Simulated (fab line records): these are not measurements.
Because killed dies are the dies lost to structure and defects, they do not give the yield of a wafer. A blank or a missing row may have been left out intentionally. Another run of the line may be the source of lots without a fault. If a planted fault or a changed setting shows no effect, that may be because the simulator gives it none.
A struck lot beside a sound one | flow sky130 | 43 out of 708 route steps
Sound: the wafers L865.3, L865.4, L865.6. Struck: wafers L880.1, L880.2, L880.6. The cause is named last.
Each step with rows lists, per side, the tool, then ch with its chambers, then its first start. Under that, the readings that differ: sound wafers | struck wafers | difference of the means | sigmas: that difference in standard deviations of wafers without a fault.
alike: same words and numbers on both sides, and readings whose means sit less than 2 such deviations apart. not compared: any withheld reading, any reading some wafer has no value for, any bound like >300 that may hide the same value, and any number with overlapping values for which the record gives no deviation.
Wherever a step has rows on one side only, a row that says differs or no value, or a row with sigmas, the two part there. When numbers do not overlap yet have no deviation, they are printed without sigmas and do not part them. A reading that every wafer of one side lacks parts them only if that side has two wafers or more.

first, 7 steps without rows for these wafers: SKY_POLY_GATE_HMDS_06 (prime time 60 s); SKY_POLY_GATE_COAT_07 (resist thk 110 nm); SKY_POLY_GATE_COAT_08 (resist thk 450 nm); SKY_POLY_GATE_SOFTBAKE_09 (time 90 s); SKY_POLY_GATE_EXPOSE_10 (exposes mask P1M, target cd 150 nm); SKY_POLY_GATE_PEB_11; SKY_POLY_GATE_DEVELOP_12 (develop time 60 s).
SKY_POLY_GATE_CD_MEAS_13: target cd 150 nm.
  sound on cd-sem-02, day 18 14:00; struck on cd-sem-01, day 23 12:27
  alike: cd-nm
SKY_POLY_GATE_OVL_MEAS_14:
  sound on overlay-02, day 18 14:06; struck on overlay-02, day 23 12:34
  alike: POLY_GATE_OVL
SKY_POLY_GATE_ETCH_15: etches BARC in N2/H2, stops on SiO2, time 118.5 s, target depth 110 nm.
  sound on rie-diel-01 ch 1,2, day 18 14:07; struck on rie-diel-04 ch 0,1,3, day 23 12:37
  reading               | sound             | struck            | difference | sigmas
  oes-product-au (a.u.) | 0.713 0.706 0.703 | 0.718 0.722 0.722 | +0.013     | +3
  alike: drypump-motor-current-A, h2-flow-sccm, throttle-valve-pct
  not compared: rf-hours-counter-h
SKY_POLY_GATE_ETCH_16: etches Si3N4 in CH3F/O2, stops on poly-Si, time 147.5 s, target depth 75 nm.
  sound on rie-diel-01 ch 1,2, day 18 14:12; struck on rie-diel-04 ch 0,1,3, day 23 12:41
  alike: drypump-motor-current-A, oes-product-au, throttle-valve-pct
  not compared: rf-hours-counter-h
SKY_POLY_GATE_ETCH_17: etches poly-Si in HBr/Cl2, stops on SiO2, target depth 180 nm, time 70.5 s.
  sound on rie-si-01 ch 1,2,3, day 18 14:18; struck on rie-si-01 ch 0,2,3, day 23 12:47
  reading                | sound                | struck               | difference | sigmas
  oes-product-au (a.u.)  | 0.980 0.980 0.970    | 0.989 1.009 0.981    | +0.016     | +2
  throttle-valve-pct (%) | 33.674 33.666 33.676 | 33.701 33.680 33.700 | +0.022     | +2
  alike: drypump-motor-current-A
  not compared: rf-hours-counter-h
SKY_POLY_GATE_STRIP_18: strips in O2/N2.
  sound on plasma-asher-02 ch 0,1, day 18 14:23; struck on plasma-asher-03 ch 0,1, day 23 12:51
  alike: drypump-motor-current-A, oes-product-au, strip-time-to-endpoint-s
  not compared: rf-hours-counter-h
then, 2 steps without rows for these wafers: SKY_POLY_GATE_CLEAN_19 (cleans in SC1/SC2, time 150 s); SKY_POLY_GATE_OXIDATION_20 (stabilise 600 s, purge 300 s, target thk 4 nm).
SKY_POLY_GATE_THK_MEAS_21:
  sound on film-metro-03, day 18 15:47; struck on film-metro-03, day 23 14:15
  alike: POLY_GATE_OXIDATION_THK
SKY_POLY_GATE_CD_MEAS_22:
  sound on cd-sem-01, day 18 15:52; struck on cd-sem-01, day 23 14:19
  alike: cd-nm
then, 7 steps without rows for these wafers: SKY_LDD_N_DEHYDRATE_00 (time 60 s); SKY_LDD_N_HMDS_01 (prime time 60 s); SKY_LDD_N_COAT_02 (resist thk 300 nm); SKY_LDD_N_SOFTBAKE_03 (time 60 s); SKY_LDD_N_EXPOSE_04 (exposes mask NTM, target cd 840 nm); SKY_LDD_N_PEB_05; SKY_LDD_N_DEVELOP_06 (develop time 60 s).
SKY_LDD_N_OVL_MEAS_07:
  sound on overlay-02, day 19 21:17; struck on overlay-01, day 24 18:31
  alike: LDD_N_OVL
then, 8 steps without rows for these wafers: SKY_LDD_N_IMPLANT_08; SKY_LDD_N_IMPLANT_09; SKY_LDD_N_IMPLANT_10; SKY_LDD_N_IMPLANT_11; SKY_LDD_N_IMPLANT_12; SKY_LDD_N_IMPLANT_13; SKY_LDD_N_IMPLANT_14; SKY_LDD_N_IMPLANT_15.
SKY_LDD_N_STRIP_16: strips in O2/N2.
  sound on plasma-asher-04 ch 0,1, day 19 22:33; struck on plasma-asher-04 ch 0,1, day 24 20:11
  alike: drypump-motor-current-A, oes-product-au, strip-time-to-endpoint-s
  not compared: rf-hours-counter-h
SKY_LDD_N_TW_MEAS_17:
  sound on film-metro-01, day 19 22:38; struck on film-metro-03, day 24 20:17
  alike: LDD_N_TW
then, 7 steps without rows for these wafers: SKY_LDD_P_DEHYDRATE_00 (time 60 s); SKY_LDD_P_HMDS_01 (prime time 60 s); SKY_LDD_P_COAT_02 (resist thk 1140 nm); SKY_LDD_P_SOFTBAKE_03 (time 60 s); SKY_LDD_P_EXPOSE_04 (exposes mask PSDM, target cd 380 nm); SKY_LDD_P_PEB_05; SKY_LDD_P_DEVELOP_06 (develop time 60 s).
-- here the record skips 25 days between the struck wafers' starts before and after, leaving off in module LDD_P and picking up in module PAD_OPEN (first step shown: number 708 of the route) --
SKY_PAD_OPEN_PROBE_99:
  sound on prober-01, day 47 08:47; struck on prober-01, day 50 06:42
  reading             | sound    | struck      | difference | sigmas
  killed-at-front-end | 16 18 10 | 36 78 45    | +38        | +9
  killed-dies         | 98 86 72 | 118 139 109 | +37        | +4
  killed-on-rim       | 21 16 17 | 30 22 33    | +10        | +3
  alike: killed_at_M0_to_M3, killed_at_M4_up, killed-at-contacts, killed-at-other, killed-open, killed-short

WHERE THEY PART
First at SKY_POLY_GATE_ETCH_15; last, within this record, at SKY_PAD_OPEN_PROBE_99.

WHY: what had been put in by the simulator
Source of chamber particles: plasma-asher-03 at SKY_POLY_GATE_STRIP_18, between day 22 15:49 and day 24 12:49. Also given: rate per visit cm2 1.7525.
